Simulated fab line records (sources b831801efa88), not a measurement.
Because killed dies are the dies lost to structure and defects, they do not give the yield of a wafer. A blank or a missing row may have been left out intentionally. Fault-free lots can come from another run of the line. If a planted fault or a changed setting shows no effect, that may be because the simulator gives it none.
Chamber matching    flow gf180mcu    GF_M5_ETCH_09 on rie_diel-02 has 4 sister chambers
The step etches Si3N4 in CF4/O2, target depth 52 nm, time 11.6 s. 16 wafers are shown with their chamber, then 7 later ones without.

WAFERS PAIRED WITH THEIR CHAMBERS
wafer   chamber  drypump_motor_current_A (A)  oes_product_au (a.u.)  chamber_pressure_mTorr (mTorr)
L586.2  0        4.8                          0.994                  150.01
L586.3  2        5.2                          1.002                  149.82
L586.6  2        5.2                          1.011                  149.93
L588.1  0        4.8                          1.011                  149.89
L588.4  3        5.9                          1.023                  149.97
L588.6  2        5.2                          1.008                  149.94
L589.1  0        4.8                          0.999                  149.83
L589.3  1        5.9                          0.980                  150.06
L589.6  3        5.9                          1.014                  150.03
L590.2  3        5.8                          1.004                  150.21
L590.3  1        5.9                          0.998                  150.03
L600.2  1        5.9                          1.012                  149.96
L600.4  3        5.9                          1.023                  149.96
L600.5  2        5.3                          1.005                  150.05
L601.2  1        5.9                          1.016                  149.98
L601.4  3        5.9                          1.010                  149.85

SIGNATURES (means of the wafers above)
reading                  chamber 0  chamber 1  chamber 2  chamber 3  scatter within a chamber
drypump_motor_current_A  4.800      5.900      5.225      5.880      0.0359
oes_product_au           1.00133    1.00150    1.00650    1.01480    0.0103
chamber_pressure_mTorr   149.9100   150.0075   149.9350   150.0040   0.0998
Rule: for each reading, subtract the chamber's mean from the wafer's reading, divide by that reading's scatter and square the result; add these up over the readings and take the root, which gives the wafer's distance from the chamber. If the next closest chamber is less than 2 further off than the closest, the wafer can't be placed; otherwise it belongs to the closest. The scatter: the root of (the sum of the squares of (reading less its chamber's mean) over the shown wafers, divided by (wafers less chambers)).

WAFERS WITHOUT THEIR CHAMBER
wafer   drypump_motor_current_A (A)  oes_product_au (a.u.)  chamber_pressure_mTorr (mTorr)
L601.6  5.8                          1.013                  149.96
L602.3  5.2                          0.992                  149.97
L602.4  5.9                          1.018                  150.17
L602.5  5.8                          1.017                  150.13
L604.1  5.9                          1.011                  150.05
L604.2  4.8                          0.996                  150.00
L604.4  4.8                          0.997                  149.94

WHICH CHAMBER EACH ONE RAN IN
wafer   from the rows above      in truth
L601.6  can't be placed: 3 or 1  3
L602.3  2                        2
L602.4  can't be placed: 3 or 1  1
L602.5  can't be placed: 3 or 1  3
L604.1  can't be placed: 3 or 1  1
L604.2  0                        0
L604.4  0                        0
Placed correctly: 3 of 7. Cannot be placed on the basis of these rows: 4; the candidates contain the true chamber in 4. 0 placed wrongly.
